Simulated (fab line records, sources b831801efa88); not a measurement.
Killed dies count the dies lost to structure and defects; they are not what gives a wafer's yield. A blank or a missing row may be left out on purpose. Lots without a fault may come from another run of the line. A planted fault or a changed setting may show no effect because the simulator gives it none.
fab line records    flow gf180mcu    part 2 of 2: steps 32 to 40 of 40
record: lots: 5  wafers: 15  last-day: 33
route steps=602 shown SALICIDE@280 CONTACT@287 M1@315
lots with no fault: from the same line, run without faults
start-h: start of the lot's first displayed wafer, in hours after the record's first day    wait-h: hours since the lot's step before    " repeats the value in the row above    L1.1+2: a single row standing in for several wafers    - no value, or no start was given    * or withheld: withheld    < > ~ a bound
route shown NAME@n: names a module that has steps shown in the file, with the first one's number in the route    usual: mean/standard deviation taken from wafers without a fault    same: alike in all rows    chamber/n: place in a boat    sites: per-site readings    _std_site: the values' standard deviation    _edge_site: inner sites' mean taken away from outer sites' mean    radius-mm: for every site, how far away it sits from the centre of the wafer    mask NAME#n: copy n    behind: the most recent tool/chamber to have shaped the wafer    hold: cause of the lot's hold/its duration in hours/its outcome    device: the n, p or np transistor that did not switch    end of line: the tests these same wafers got at the end of their route    step lacking rows: just its recipe    killed: count of dies lost to structure and defects at first sort (not the wafer's yield)    map: a wafer's dies, x killed, . not, _ none there
set.NAME: the setting that was run; set.NAME@STEP: the one run at that earlier step    model.NAME: the simulator's own value behind a step, which no gauge read
lots seen at some steps along the route; tables by step, rows by wafer
services: from which hour (start-h, from the record's first day; less than 0 if before it) a tool's chamber was out of use, for how many hours, and why
== steps ==
step: GF_CONTACT_CVD_24
recipe: material: W  target-thk-nm: 300  time-s: 90.339  temp-c: 400  pressure-torr: 40
usual: heater-power-w: 917/72
same: time-s: 90.339
lot.wafer  tool      chamber  start-h  wait-h  heater-power-w
L077.1     cvd-w-02  1        378.05   0.0     994
L077.2     "         0        "        "       845
L077.5     "         0        "        "       828
L078.1     cvd-w-02  1        388.90   0.0     994
L078.3     "         1        "        "       991
L078.4     "         0        "        "       844
L081.1     cvd-w-02  0        417.15   0.0     827
L081.5     "         0        "        "       826
L081.6     "         1        "        "       967
L087.1     cvd-w-02  0        477.07   0.0     818
L087.3     "         0        "        "       837
L087.5     "         0        "        "       820
L096.2     cvd-w-02  1        540.49   0.0     1000
L096.4     "         1        "        "       993
L096.6     "         0        "        "       825
step: GF_CONTACT_RS_MEAS_25
recipe: thk-meas-gauge: four-point-probe  reads: W_of_CONTACT_CVD_24+TiN_of_CONTACT_SPUTTER_23+Ti_of_CONTACT_SPUTTER_22
usual: CONTACT_W_RS: 0.381/0.0056
lot.wafer  tool           chamber  start-h  wait-h  CONTACT_W_RS[ohm/sq]
L077.1     film-metro-02  -        378.15   0.1     0.374
L077.2     "              -        "        "       0.384
L077.5     "              -        "        "       0.382
L078.1     film-metro-02  -        389.00   0.1     0.377
L078.3     "              -        "        "       0.374
L078.4     "              -        "        "       0.383
L081.1     film-metro-01  -        417.25   0.1     0.386
L081.5     "              -        "        "       0.393
L081.6     "              -        "        "       0.387
L087.1     film-metro-04  -        477.17   0.1     0.387
L087.3     "              -        "        "       0.385
L087.5     "              -        "        "       0.385
L096.2     film-metro-01  -        540.61   0.1     0.380
L096.4     "              -        "        "       0.378
L096.6     "              -        "        "       0.380
step: GF_CONTACT_THK_MEAS_26
recipe: thk-meas-gauge: xrf  reads: W_of_CONTACT_CVD_24
usual: CONTACT_W_THK: 295/4.3
lot.wafer  tool           chamber  start-h  wait-h  CONTACT_W_THK[nm]
L077.1     film-metro-02  -        378.27   0.1     299
L077.2     "              -        "        "       291
L077.5     "              -        "        "       293
L078.1     film-metro-02  -        389.12   0.1     296
L078.3     "              -        "        "       298
L078.4     "              -        "        "       292
L081.1     film-metro-01  -        417.37   0.1     295
L081.5     "              -        "        "       291
L081.6     "              -        "        "       295
L087.1     film-metro-04  -        477.29   0.1     289
L087.3     "              -        "        "       290
L087.5     "              -        "        "       291
L096.2     film-metro-01  -        540.72   0.1     298
L096.4     "              -        "        "       299
L096.6     "              -        "        "       295
step: GF_CONTACT_CMP_27
recipe: stop-on: SiO2  down-force-psi: 3.5  platen-rpm: 60  t-overpolish-s: 15  target-thk-nm: 0  pad-velocity-m-s: 0.94248
usual: motor-current-A: 11.5/1  overpolish-run-s: 15.000/0.0094  time-to-endpoint-s: 73/3.6
lot.wafer  tool    chamber  start-h  wait-h  motor-current-A  overpolish-run-s  time-to-endpoint-s
L077.2     cmp-02  2        378.33   0.0     12.3             15.009            74
L077.1     "       0        "        "       11.6             14.991            70
L077.5     "       2        "        "       12.2             15.000            70
L078.3     cmp-02  1        389.24   0.1     10.7             14.990            75
L078.1     "       3        "        "       12.2             14.989            72
L078.4     "       0        "        "       12.1             14.996            69
L081.1     cmp-02  0        417.58   0.2     11.3             15.005            71
L081.6     "       1        "        "       11.0             15.013            76
L081.5     "       2        "        "       12.6             15.010            71
L087.1     cmp-01  3        477.45   0.1     12.7             15.012            71
L087.3     "       0        "        "       11.4             15.002            70
L087.5     "       1        "        "       9.2              15.011            71
L096.2     cmp-02  0        540.77   0.0     11.3             15.008            72
L096.4     "       3        "        "       11.4             15.004            77
L096.6     "       1        "        "       11.1             14.998            78
step: GF_M1_SPUTTER_00
recipe: material: Ti  target-thk-nm: 37.5  arriving-ion-energy-ev: 80  substrate-temp-c: 200  chamber-pressure-pa: 2  power-w: 4000  time-s: 150
usual: throttle-valve-pct: 30.2/0.94
same: time-s: 150
lot.wafer  tool            chamber  start-h  wait-h  throttle-valve-pct
L077.1     pvd-sputter-02  -        378.63   0.1     30.6
L077.2     "               -        "        "       31.4
L077.5     "               -        "        "       30.3
L078.1     pvd-sputter-04  -        389.54   0.1     30.5
L078.3     "               -        "        "       31.4
L078.4     "               -        "        "       30.0
L081.1     pvd-sputter-03  -        417.73   0.1     28.0
L081.5     "               -        "        "       30.2
L081.6     "               -        "        "       31.6
L087.1     pvd-sputter-02  -        477.65   0.1     31.4
L087.3     "               -        "        "       29.2
L087.5     "               -        "        "       30.3
L096.2     pvd-sputter-04  -        541.07   0.2     29.8
L096.4     "               -        "        "       30.9
L096.6     "               -        "        "       31.2
step: GF_M1_SPUTTER_01
recipe: material: TiN  target-thk-nm: 30  power-w: 6500  time-s: 25  chamber-pressure-pa: 0.4
usual: throttle-valve-pct: 30.2/0.91
same: time-s: 25
lot.wafer  tool            chamber  start-h  wait-h  throttle-valve-pct
L077.1     pvd-sputter-02  -        378.73   0.1     30.4
L077.2     "               -        "        "       31.6
L077.5     "               -        "        "       30.0
L078.1     pvd-sputter-04  -        389.64   0.1     30.5
L078.3     "               -        "        "       31.1
L078.4     "               -        "        "       30.0
L081.1     pvd-sputter-03  -        417.83   0.1     28.2
L081.5     "               -        "        "       30.4
L081.6     "               -        "        "       31.4
L087.1     pvd-sputter-02  -        477.75   0.1     31.4
L087.3     "               -        "        "       29.5
L087.5     "               -        "        "       30.1
L096.2     pvd-sputter-04  -        541.17   0.1     30.0
L096.4     "               -        "        "       31.0
L096.6     "               -        "        "       31.3
step: GF_M1_SPUTTER_02
recipe: material: AlCu  target-thk-nm: 450  power-w: 10600  time-s: 23.9  chamber-pressure-pa: 0.4
usual: throttle-valve-pct: 30.2/0.92
same: time-s: 23.9
lot.wafer  tool            chamber  start-h  wait-h  throttle-valve-pct
L077.1     pvd-sputter-02  -        378.76   0.0     30.0
L077.2     "               -        "        "       31.4
L077.5     "               -        "        "       30.1
L078.1     pvd-sputter-04  -        389.67   0.0     30.6
L078.3     "               -        "        "       31.1
L078.4     "               -        "        "       29.7
L081.1     pvd-sputter-03  -        417.86   0.0     28.3
L081.5     "               -        "        "       30.2
L081.6     "               -        "        "       31.3
L087.1     pvd-sputter-02  -        477.78   0.0     31.4
L087.3     "               -        "        "       29.3
L087.5     "               -        "        "       30.4
L096.2     pvd-sputter-04  -        541.20   0.0     29.4
L096.4     "               -        "        "       30.9
L096.6     "               -        "        "       31.2
step: GF_M1_SPUTTER_03
recipe: material: Ti  target-thk-nm: 10  substrate-temp-c: 300  chamber-pressure-pa: 0.3  power-w: 3000  time-s: 6.7
usual: throttle-valve-pct: 30.2/0.92
same: time-s: 6.7
lot.wafer  tool            chamber  start-h  wait-h  throttle-valve-pct
L077.1     pvd-sputter-02  -        378.79   0.0     30.4
L077.2     "               -        "        "       31.5
L077.5     "               -        "        "       30.0
L078.1     pvd-sputter-04  -        389.70   0.0     30.3
L078.3     "               -        "        "       31.3
L078.4     "               -        "        "       29.7
L081.1     pvd-sputter-03  -        417.89   0.0     28.3
L081.5     "               -        "        "       30.8
L081.6     "               -        "        "       31.5
L087.1     pvd-sputter-02  -        477.81   0.0     31.6
L087.3     "               -        "        "       29.2
L087.5     "               -        "        "       30.2
L096.2     pvd-sputter-04  -        541.23   0.0     29.5
L096.4     "               -        "        "       30.8
L096.6     "               -        "        "       31.3
step: GF_M1_SPUTTER_04
recipe: material: TiN  target-thk-nm: 50  power-w: 6500  time-s: 41.7  chamber-pressure-pa: 0.4
usual: throttle-valve-pct: 30.2/0.94
same: time-s: 41.7
lot.wafer  tool            chamber  start-h  wait-h  throttle-valve-pct
L077.1     pvd-sputter-02  -        378.81   0.0     30.3
L077.2     "               -        "        "       31.3
L077.5     "               -        "        "       30.1
L078.1     pvd-sputter-04  -        389.72   0.0     30.7
L078.3     "               -        "        "       31.2
L078.4     "               -        "        "       29.8
L081.1     pvd-sputter-03  -        417.91   0.0     28.2
L081.5     "               -        "        "       30.5
L081.6     "               -        "        "       31.1
L087.1     pvd-sputter-02  -        477.83   0.0     31.6
L087.3     "               -        "        "       28.9
L087.5     "               -        "        "       30.0
L096.2     pvd-sputter-04  -        541.25   0.0     29.7
L096.4     "               -        "        "       30.8
L096.6     "               -        "        "       31.1
== services ==
tool            chamber  start-h  hours  kind
rie-diel-03     2        337.00   3.0    repair
rie-diel-03     3        337.48   9.1    repair
pvd-sputter-02  -        338.85   3.8    repair
cmp-01          -        344.22   2.9    repair
krf-scanner-01  -        350.31   0.3    repair
pvd-sputter-04  -        374.80   6.3    repair
rtp-anneal-01   -        381.13   3.7    pm
pvd-sputter-02  -        383.15   0.5    repair
rie-diel-04     2        387.37   4.5    repair
cmp-01          -        388.24   6.0    repair
cmp-01          -        389.35   0.4    repair
cmp-01          -        404.06   4.0    pm
pvd-sputter-04  -        407.61   3.8    repair
cmp-02          -        445.28   6.0    repair
cvd-w-02        -        450.21   15.6   pm
pvd-sputter-04  -        453.67   3.3    repair
wet-bench-04    -        459.28   0.6    repair
pvd-sputter-04  -        466.23   4.7    repair
pvd-sputter-04  -        477.25   3.8    repair
cvd-w-02        0        482.66   1.5    repair
pvd-sputter-02  -        483.64   2.4    repair
cvd-w-02        -        495.01   6.9    pm
cvd-w-02        0        508.90   13.1   repair
rie-diel-04     2        534.24   12.8   repair
